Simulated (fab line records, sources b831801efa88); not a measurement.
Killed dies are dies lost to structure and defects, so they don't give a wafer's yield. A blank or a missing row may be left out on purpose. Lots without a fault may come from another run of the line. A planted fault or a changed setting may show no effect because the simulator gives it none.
fab line records | flow sky130
record lots=12 wafers=36 last_day=50
route steps=708 shown VT_ADJUST_HVTR@142 CONTACT@408 VIA1@461 VIA2@509
lots that met no fault: from a run of the same line without faults
start_h: hours from the record's first day to the start of the lot's first wafer shown | wait_h: hours since the lot's step before | " the same as in the row above | L1.1+2: a row that stands for several wafers | - no value, or no start given | * or withheld: withheld | < > ~ a bound
route shown NAME@n: a module of which the file shows steps, and the number in the route of the first | usual: mean/standard deviation of fault-free wafers | same: alike in all rows | chamber/n: place in a boat | sites: the reading at each site | _std_site: their standard deviation | _edge_site: outer sites' mean less inner sites' | radius_mm: how far each site lies from the wafer's centre | mask NAME#n: copy n | behind: the tool/chamber that last shaped the wafer | hold: why the lot was held/for how many hours/how that ended | device: the transistor (n, p or np) that didn't switch | end of line: the same wafers' tests at the end of the route | a step without rows: its recipe alone | killed: dies lost to structure and defects at the first sort, not the wafer's yield | map: a wafer's dies, x killed, . not, _ none there
set.NAME: the setting as run; set.NAME@STEP: as run at that earlier step | model.NAME: the simulator's own value behind a step, which no gauge read
steps of the route over a sample of lots; a table a step, a row a wafer
services: from which hour (start_h, from the record's first day; less than 0 if before it) a tool's chamber was out of use, for how many hours, and why
## steps
# step SKY_VT_ADJUST_HVTR_TW_MEAS_11
# usual VT_ADJUST_HVTR_TW=211.3/1.2
# columns lot.wafer tool chamber start_h wait_h VT_ADJUST_HVTR_TW
L114.2 film_metro-03 - 201.80 0.1 210.4
L114.3 " - " " 210.7
L114.6 " - " " 212.5
L117.4 film_metro-04 - 226.87 0.2 210.8
L117.5 " - " " 210.6
L117.6 " - " " 209.3
L118.1 film_metro-03 - 233.60 0.1 212.7
L118.2 " - " " 210.9
L118.3 " - " " 211.5
L120.1 film_metro-02 - 243.64 0.1 212.4
L120.3 " - " " 211.7
L120.6 " - " " 211.1
L121.3 film_metro-02 - 251.52 0.1 212.3
L121.4 " - " " 212.5
L121.5 " - " " 212.0
L123.1 film_metro-03 - 264.35 0.1 212.6
L123.2 " - " " 212.4
L123.3 " - " " 210.9
L124.4 film_metro-04 - 272.93 0.1 210.2
L124.5 " - " " 211.4
L124.6 " - " " 210.9
L125.3 film_metro-02 - 281.07 0.1 212.8
L125.4 " - " " 213.0
L125.6 " - " " 213.0
L126.3 film_metro-02 - 294.16 0.1 213.0
L126.5 " - " " 213.2
L126.6 " - " " 213.2
L127.3 film_metro-02 - 300.10 0.1 212.1
L127.5 " - " " 212.5
L127.6 " - " " 210.7
L134.4 film_metro-02 - 353.18 0.1 211.6
L134.5 " - " " 212.4
L134.6 " - " " 212.4
L136.2 film_metro-04 - 362.96 0.1 209.9
L136.4 " - " " 210.8
L136.5 " - " " 211.1
# step SKY_CONTACT_HDPCVD_02
# recipe material=SiO2 target_thk_nm=565 sigma_open_frac=0.3 time_s=94.2 temp_c=600 sih4_flow_sccm=60 pressure_mtorr=6
# usual run_length_s=121.7/0.59 sih4_flow_sccm=59.99/0.2
# columns lot.wafer tool chamber start_h wait_h run_length_s sih4_flow_sccm
L114.2 hdpcvd-02 1 699.75 0.0 122.3 60.03
L114.3 " 0 " " 121.0 59.94
L114.6 " 1 " " 122.5 59.91
L117.4 hdpcvd-02 2 732.18 0.1 122.0 60.05
L117.5 " 1 " " 122.3 60.24
L117.6 " 0 " " 121.3 60.05
L118.1 hdpcvd-02 2 740.67 0.1 122.0 60.09
L118.2 " 0 " " 120.7 59.98
L118.3 " 1 " " 122.3 59.88
L120.1 hdpcvd-02 1 749.44 0.1 123.1 60.52
L120.3 " 2 " " 121.3 60.16
L120.6 " 1 " " 122.3 60.60
L121.3 hdpcvd-01 2 758.61 0.0 121.3 60.01
L121.4 " 0 " " 122.2 59.95
L121.5 " 2 " " 121.2 59.93
L123.1 hdpcvd-02 2 777.65 0.1 121.7 59.76
L123.2 " 0 " " 121.5 60.18
L123.3 " 1 " " 122.2 59.84
L124.4 hdpcvd-02 0 786.23 0.1 97.1 60.06
L124.5 " 1 " " 97.9 59.91
L124.6 " 2 " " 97.2 60.27
L125.3 hdpcvd-01 2 796.15 0.0 120.9 60.05
L125.4 " 1 " " 121.4 60.22
L125.6 " 0 " " 122.7 60.16
L126.3 hdpcvd-02 1 803.50 0.0 98.0 60.14
L126.5 " 1 " " 98.3 60.15
L126.6 " 0 " " 96.4 59.90
L127.3 hdpcvd-01 1 809.48 0.0 122.2 60.36
L127.5 " 2 " " 121.5 60.24
L127.6 " 1 " " 121.7 59.99
L134.4 hdpcvd-01 0 862.16 0.1 122.1 60.02
L134.5 " 2 " " 121.7 60.08
L134.6 " 1 " " 121.4 60.01
L136.2 hdpcvd-02 1 882.69 0.0 122.1 59.97
L136.4 " 0 " " 121.0 59.81
L136.5 " 1 " " 122.6 60.02
# step SKY_CONTACT_THK_MEAS_03
# recipe reads=SiO2_of_CONTACT_HDPCVD_02
# usual CONTACT_HDPCVD_THK=564/6
# columns lot.wafer tool chamber start_h wait_h CONTACT_HDPCVD_THK[nm]
L114.2 film_metro-04 - 699.83 0.0 560
L114.3 " - " " 558
L114.6 " - " " 554
L117.4 film_metro-03 - 732.24 0.0 569
L117.5 " - " " 559
L117.6 " - " " 565
L118.1 film_metro-04 - 740.73 0.0 565
L118.2 " - " " 561
L118.3 " - " " 564
L120.1 film_metro-03 - 749.51 0.0 569
L120.3 " - " " 570
L120.6 " - " " 569
L121.3 film_metro-03 - 758.70 0.1 567
L121.4 " - " " 554
L121.5 " - " " 560
L123.1 film_metro-04 - 777.78 0.1 562
L123.2 " - " " 558
L123.3 " - " " 561
L124.4 film_metro-04 - 786.30 0.0 422
L124.5 " - " " 417
L124.6 " - " " 424
L125.3 film_metro-03 - 796.24 0.1 557
L125.4 " - " " 557
L125.6 " - " " 557
L126.3 film_metro-03 - 803.58 0.1 414
L126.5 " - " " 421
L126.6 " - " " 424
L127.3 film_metro-04 - 809.57 0.1 563
L127.5 " - " " 570
L127.6 " - " " 563
L134.4 film_metro-01 - 862.23 0.0 566
L134.5 " - " " 554
L134.6 " - " " 565
L136.2 film_metro-01 - 882.77 0.0 569
L136.4 " - " " 573
L136.5 " - " " 571
# step SKY_CONTACT_CMP_04
# recipe material=SiO2 down_force_psi=4 platen_rpm=60 pad_velocity_m_s=0.94248
# usual motor_current_A=12.2/1.2 platen_rpm=60.00/0.035 time_to_endpoint_s=83/3.6
# columns lot.wafer tool chamber start_h wait_h motor_current_A platen_rpm time_to_endpoint_s
L114.2 cmp-01 0 699.93 0.1 12.8 59.95 82
L114.3 " 1 " " 13.3 60.04 82
L114.6 " 3 " " 11.5 60.04 79
L117.4 cmp-01 3 732.37 0.1 11.2 60.02 82
L117.5 " 1 " " 13.6 59.95 79
L117.6 " 2 " " 12.4 60.07 79
L118.3 cmp-02 0 740.79 0.0 11.9 59.90 85
L118.2 " 2 " " 10.7 59.94 80
L118.1 " 3 " " 14.3 60.03 83
L120.1 cmp-01 3 749.57 0.1 11.3 59.99 84
L120.3 " 1 " " 12.9 59.95 85
L120.6 " 0 " " 12.7 59.96 85
L121.4 cmp-01 0 758.79 0.1 13.2 60.04 76
L121.3 " 1 " " 13.3 60.02 82
L121.5 " 3 " " 11.0 60.00 77
L123.3 cmp-02 3 777.84 0.0 14.2 60.01 84
L123.1 " 1 " " 11.2 59.99 85
L123.2 " 2 " " 9.7 59.98 79
L124.4 cmp-01 1 786.43 0.1 13.4 60.03 33
L124.5 " 3 " " 10.7 60.06 28
L124.6 " 0 " " 12.9 59.97 30
L125.4 cmp-01 1 796.28 0.0 13.4 60.04 76
L125.3 " 2 " " 11.5 59.95 78
L125.6 " 2 " " 11.6 59.93 74
L126.3 cmp-01 2 803.77 0.2 11.8 59.99 30
L126.5 " 3 " " 10.9 60.00 31
L126.6 " 0 " " 13.2 60.02 31
L127.3 cmp-02 2 809.71 0.1 9.8 59.95 86
L127.6 " 0 " " 11.4 59.96 89
L127.5 " 1 " " 10.7 60.03 89
L134.4 cmp-01 2 862.36 0.1 12.1 59.98 82
L134.5 " 0 " " 13.2 59.96 78
L134.6 " 1 " " 13.7 59.97 83
L136.2 cmp-02 3 882.82 0.0 13.9 59.99 84
L136.4 " 1 " " 11.0 60.01 87
L136.5 " 0 " " 11.6 59.99 84
# step SKY_VIA1_BOW_MEAS_03
# recipe mode=bow
# usual VIA1_BOW=83/7.7
# columns lot.wafer tool chamber start_h wait_h VIA1_BOW[um]
L114.2 film_metro-03 - 757.93 0.3 83
L114.3 " - " " 73
L114.6 " - " " 87
L117.4 film_metro-03 - 788.95 0.2 86
L117.5 " - " " 84
L117.6 " - " " 90
L118.1 film_metro-03 - 798.84 0.1 76
L118.2 " - " " 93
L118.3 " - " " 87
L120.1 film_metro-01 - 805.84 0.1 83
L120.3 " - " " 78
L120.6 " - " " 76
L121.3 film_metro-03 - 815.75 0.1 88
L121.4 " - " " 80
L121.5 " - " " 77
L123.1 film_metro-03 - 833.54 0.1 93
L123.2 " - " " 99
L123.3 " - " " 78
L124.4 film_metro-03 - 846.72 0.3 88
L124.5 " - " " 95
L124.6 " - " " 88
L125.3 film_metro-02 - 851.60 0.2 78
L125.4 " - " " 88
L125.6 " - " " 82
L126.3 film_metro-03 - 859.93 0.1 76
L126.5 " - " " 87
L126.6 " - " " 94
L127.3 film_metro-02 - 865.20 0.3 78
L127.5 " - " " 88
L127.6 " - " " 73
L134.4 film_metro-03 - 916.96 0.3 95
L134.5 " - " " 87
L134.6 " - " " 80
L136.2 film_metro-03 - 935.89 0.2 90
L136.4 " - " " 87
L136.5 " - " " 85
# step SKY_VIA2_CMP_02
# recipe material=SiO2 down_force_psi=4 platen_rpm=60 pad_velocity_m_s=0.94248
# usual motor_current_A=11.8/1.4 platen_rpm=60.00/0.034
# columns lot.wafer tool chamber start_h wait_h motor_current_A platen_rpm
L114.2 cmp-02 1 813.46 0.0 10.8 59.98
L114.3 " 3 " " 14.7 60.01
L114.6 " 2 " " 9.7 59.98
L117.4 cmp-01 0 847.43 0.0 13.2 59.94
L117.5 " 0 " " 13.5 60.01
L117.6 " 1 " " 13.5 60.00
L118.1 cmp-02 2 853.65 0.1 9.7 59.97
L118.2 " 0 " " 11.5 60.01
L118.3 " 1 " " 11.1 59.97
L120.3 cmp-02 2 860.46 0.1 10.2 60.08
L120.1 " 0 " " 11.7 60.03
L120.6 " 1 " " 10.6 60.01
L121.3 cmp-02 1 870.21 0.1 10.9 60.01
L121.4 " 2 " " 10.2 60.00
L121.5 " 0 " " 11.8 59.93
L123.1 cmp-02 0 888.51 0.1 11.4 59.96
L123.2 " 1 " " 11.0 60.03
L123.3 " 2 " " 11.0 60.00
L124.4 cmp-02 0 900.45 0.0 11.4 59.98
L124.6 " 0 " " 11.8 60.02
L124.5 " 1 " " 10.9 59.97
L125.3 cmp-02 2 905.66 0.1 10.0 59.96
L125.4 " 3 " " 13.5 59.99
L125.6 " 2 " " 10.2 59.97
L126.3 cmp-02 0 913.11 0.0 12.5 59.96
L126.6 " 0 " " 11.2 60.02
L126.5 " 1 " " 10.8 60.05
L127.3 cmp-02 0 919.20 0.2 11.2 59.98
L127.6 " 1 " " 11.2 60.06
L127.5 " 2 " " 10.2 60.04
L134.4 cmp-02 3 968.66 0.2 14.4 59.97
L134.5 " 0 " " 12.2 59.94
L134.6 " 1 " " 11.7 60.04
L136.4 cmp-01 0 987.29 0.2 13.2 60.02
L136.2 " 2 " " 12.4 59.97
L136.5 " 0 " " 13.1 59.98
## services
# columns tool chamber start_h hours kind
cmp-02 - 685.74 1.3 repair
cmp-02 - 687.06 5.2 pm
cmp-02 - 700.68 1.0 repair
hdpcvd-01 - 704.24 0.8 repair
cmp-01 - 725.83 4.1 repair
cmp-02 - 758.04 1.6 repair
cmp-02 - 761.58 4.0 pm
cmp-01 - 765.58 3.7 pm
cmp-02 - 765.58 - consumable_replace:conditioner
cmp-02 - 765.58 - consumable_replace:pad
hdpcvd-02 1 774.78 2.2 repair
cmp-02 - 856.66 0.4 repair
hdpcvd-01 - 888.54 14.6 pm
cmp-02 - 893.60 2.6 repair
hdpcvd-02 - 907.80 1.2 repair
cmp-01 - 912.00 4.0 pm
cmp-01 - 916.00 - consumable_replace:conditioner
cmp-01 - 916.00 - consumable_replace:pad
hdpcvd-02 - 950.25 15.0 pm
hdpcvd-02 0 950.25 15.0 vent_cycle
hdpcvd-01 - 972.44 6.0 pm
cmp-02 - 977.54 1.5 repair
cmp-02 - 983.28 0.6 repair
cmp-02 - 985.62 7.0 pm
## key
first_sign step=SKY_CONTACT_HDPCVD_02 reading=run_length_s direction=down sigmas=41 usual=* struck=*
effect step=SKY_CONTACT_THK_MEAS_03 reading=CONTACT_HDPCVD_THK direction=down sigmas=24 usual=564 struck=420
effect step=SKY_CONTACT_CMP_04 reading=time_to_endpoint_s direction=down sigmas=15 usual=* struck=*
met_at SKY_CONTACT_HDPCVD_02
struck_lots L124,L126
tester_left_out L124,L126
not_acting_at SKY_VT_ADJUST_HVTR_TW_MEAS_11,SKY_VIA1_BOW_MEAS_03,SKY_VIA2_CMP_02
onset_between 777.65 786.23
fault kind=process_parameter_drift tool=hdpcvd-02 chamber=- onset_h=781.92 steps=SKY_CONTACT_HDPCVD_02 channel=time_s offset=* shape=step end_h=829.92 acts_in=* stated=*
# tester_left_out: of these lots the tester's yield and bins aren't shown, on N5 and GAA mostly nor the transistor test; their killed dies are dies lost to structure and defects alone, not to doping, threshold or leakage, so they don't give the yield
